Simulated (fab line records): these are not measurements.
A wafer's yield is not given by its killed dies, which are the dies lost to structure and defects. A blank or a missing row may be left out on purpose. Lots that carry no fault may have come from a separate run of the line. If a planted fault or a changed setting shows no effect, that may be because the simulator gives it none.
A struck lot beside a sound one	flow sky130	44 out of 708 route steps
Sound: these wafers, L814.2, L814.4, L814.6. Struck: wafers L820.1, L820.2, L820.4. The cause is given at the end.
For every step that has rows: the tool of each side, followed by ch and its chambers, followed by its first start. Under that, the readings that differ: sound wafers	struck wafers	difference of the means	sigmas: that difference in standard deviations of wafers without a fault.
alike: readings with means less than 2 such deviations apart, plus words and numbers identical on both sides. not compared: withheld readings, readings lacking a value on some wafer, bounds such as >300 that could conceal the same value, and numbers that have no deviation in the record and whose values overlap.
Wherever a step has rows on one side only, a row that says differs or no value, or a row with sigmas, the two part there. Numbers that have no deviation but don't overlap get no sigmas and don't part them. A reading missing from all wafers of one side parts the sides only when that side holds two or more wafers.

SKY_VIA2_ETCH_15: etches SiO2 in C4F8/O2/Ar, stops on TiN, target depth 546 nm, time 84 s.
  sound on rie-diel-03 ch 0,3, day 37 11:38; struck on rie-diel-01 ch 0,1,2, day 38 23:52
  alike: oes-product-au, rf-fwd-power-W
  not compared: rf-hours-counter-h
then, 4 steps without rows for these wafers: SKY_VIA2_STRIP_16 (strips in O2/N2); SKY_VIA2_STRIP_17 (strips in post etch residue remover, time 1200 s); SKY_VIA2_CLEAN_18 (cleans in IPA, time 180 s); SKY_VIA2_CLEAN_19 (cleans in O3/DIW).
SKY_VIA2_SPUTTER_20: material TiN, target thk 20 nm, time 80 s.
  sound on pvd-sputter-02, day 37 12:18; struck on pvd-sputter-02, day 39 00:34
  alike: throttle-valve-pct
SKY_VIA2_CVD_21: deposits W, target thk 420 nm, time 126.4 s.
  sound on cvd-w-01 ch 0,1, day 37 12:22; struck on cvd-w-01 ch 0,1, day 39 00:38
  alike: heater-power-outer-w, heater-power-w
SKY_VIA2_RS_MEAS_22: measurement is done with a four-point probe.
  sound on film-metro-03, day 37 12:31; struck on film-metro-02, day 39 00:46
  alike: VIA2_W_RS
SKY_VIA2_THK_MEAS_23: measures by xrf.
  sound on film-metro-03, day 37 12:37; struck on film-metro-02, day 39 00:53
  alike: VIA2_W_THK
SKY_VIA2_CMP_24: polishes, stops on SiO2, t overpolish 20 s, target thk 0 nm.
  sound on cmp-01 ch 0,1,2, day 37 12:46; struck on cmp-02 ch 0,1,2, day 39 00:56
  alike: motor-current-A, overpolish-run-s, time-to-endpoint-s
then, 2 steps without rows for these wafers: SKY_METAL3_SPUTTER_00 (material Ti, target thk 15 nm, time 10 s); SKY_METAL3_SPUTTER_01 (material TiN, target thk 20 nm, time 16.7 s).
SKY_METAL3_SPUTTER_02: material AlCu, target thk 735 nm, time 39.1 s.
  sound on pvd-sputter-03, day 37 13:01; struck on pvd-sputter-01, day 39 01:17
reading	sound	struck	difference	sigmas
model.AlCu_of_METAL3_SPUTTER_02.thk-nm (nm)	724.5 730 729.5	539.2 539 542.1	-187.9	
  alike: throttle-valve-pct
SKY_METAL3_SPUTTER_03: material Ti, target thk 5 nm, time 3.3 s.
  sound on pvd-sputter-03, day 37 13:03; struck on pvd-sputter-01, day 39 01:19
  alike: throttle-valve-pct
then, 2 steps without rows for these wafers: SKY_METAL3_SPUTTER_04 (material TiN, target thk 70 nm, time 58.3 s); SKY_CAPM_CVD_00 (deposits SiO2, target thk 15.5 nm).
SKY_CAPM_THK_MEAS_01:
  sound on film-metro-03, day 37 13:09; struck on film-metro-02, day 39 01:25
  alike: CAPM_CVD_00_THK
then, 1 step without rows for these wafers: SKY_CAPM_SPUTTER_02 (material TiN, target thk 200 nm, time 166.7 s).
SKY_CAPM_RS_MEAS_03: measurement is done with a four-point probe.
  sound on film-metro-03, day 37 13:20; struck on film-metro-03, day 39 01:35
  alike: CAPM_TIN_RS
SKY_CAPM_THK_MEAS_04: measures by xrf.
  sound on film-metro-03, day 37 13:26; struck on film-metro-03, day 39 01:42
  alike: CAPM_TIN_THK
then, 7 steps without rows for these wafers: SKY_CAPM_DEHYDRATE_05 (time 60 s); SKY_CAPM_HMDS_06 (prime time 60 s); SKY_CAPM_COAT_07 (resist thk 1140 nm); SKY_CAPM_SOFTBAKE_08 (time 60 s); SKY_CAPM_EXPOSE_09 (exposes mask CAPM, target cd 1000 nm); SKY_CAPM_PEB_10; SKY_CAPM_DEVELOP_11 (develop time 60 s).
SKY_CAPM_OVL_MEAS_12:
  sound on overlay-01, day 38 14:29; struck on overlay-01, day 40 01:59
  alike: CAPM_OVL
then, 13 steps without rows for these wafers: SKY_CAPM_METAL_ETCH_13 (etches TiN in Cl2/BCl3, stops on SiO2, target depth 220 nm, time 62.9 s); SKY_CAPM_STRIP_14 (strips in O2/N2); SKY_CAPM_STRIP_15 (strips in post etch residue remover, time 1200 s); SKY_CAPM_CLEAN_16 (cleans in IPA, time 180 s); SKY_CAPM_CLEAN_17 (cleans in O3/DIW); SKY_METAL3_DEHYDRATE_05 (time 60 s); SKY_METAL3_HMDS_06 (prime time 60 s); SKY_METAL3_COAT_07 (resist thk 60 nm); SKY_METAL3_COAT_08 (resist thk 1140 nm); SKY_METAL3_SOFTBAKE_09 (time 90 s); SKY_METAL3_EXPOSE_10 (exposes mask MM3, target cd 300 nm); SKY_METAL3_PEB_11; SKY_METAL3_DEVELOP_12 (develop time 60 s).
SKY_METAL3_CD_MEAS_13: target cd 300 nm.
  sound on cd-sem-02, day 39 15:40; struck on cd-sem-01, day 41 02:53
reading	sound	struck	difference	sigmas
cd-nm (nm)	302.0 301.7 301.7	297.9 297.3 297.9	-4.1	-3
SKY_METAL3_METAL_ETCH_18: etches the open film in Cl2/BCl3, stops on SiO2, target depth 845 nm, time 183.1 s.
  sound on rie-metal-03 ch 0, day 39 15:56; struck on rie-metal-04 ch 0,1, day 41 03:11
reading	sound	struck	difference	sigmas
oes-product-au (a.u.)	0.862 0.862 0.856	0.752 0.754 0.753	-0.107	-17
  alike: drypump-motor-current-A, rf-fwd-power-W, throttle-valve-pct
  not compared: rf-hours-counter-h
-- the record jumps here: 7 days lie between the struck wafers' starts before and after (it left off in module METAL3 and takes up again in module PAD_OPEN, whose first step shown is number 708 of the route) --
SKY_PAD_OPEN_PROBE_99:
  sound on prober-02, day 46 18:43; struck on prober-02, day 47 23:12
reading	sound	struck	difference	sigmas
model.etest.met3.line-ohm-um	0.1444 0.1422 0.1434	0.1962 0.1979 0.1951	+0.0531	
model.etest.met3.rs-ohm-sq	0.04361 0.04276 0.04273	0.05831 0.05836 0.05788	+0.01515	
  alike: defect-limited-yield, killed_at_M0_to_M3, killed_at_M4_up, killed-at-contacts, killed-at-front-end, killed-at-other, killed-dies, killed-open, killed-short, sort_bin_3_pad_short, sort_bin_5_function, sort_bin_6_memory, sort-n-pass, sort-yield-pct

== WHERE THEY PART ==
First at SKY_METAL3_CD_MEAS_13; last, within this record, at SKY_METAL3_METAL_ETCH_18. Later steps at which nothing parts them and some readings are alike: SKY_PAD_OPEN_PROBE_99.

WHY: the cause the simulator had injected
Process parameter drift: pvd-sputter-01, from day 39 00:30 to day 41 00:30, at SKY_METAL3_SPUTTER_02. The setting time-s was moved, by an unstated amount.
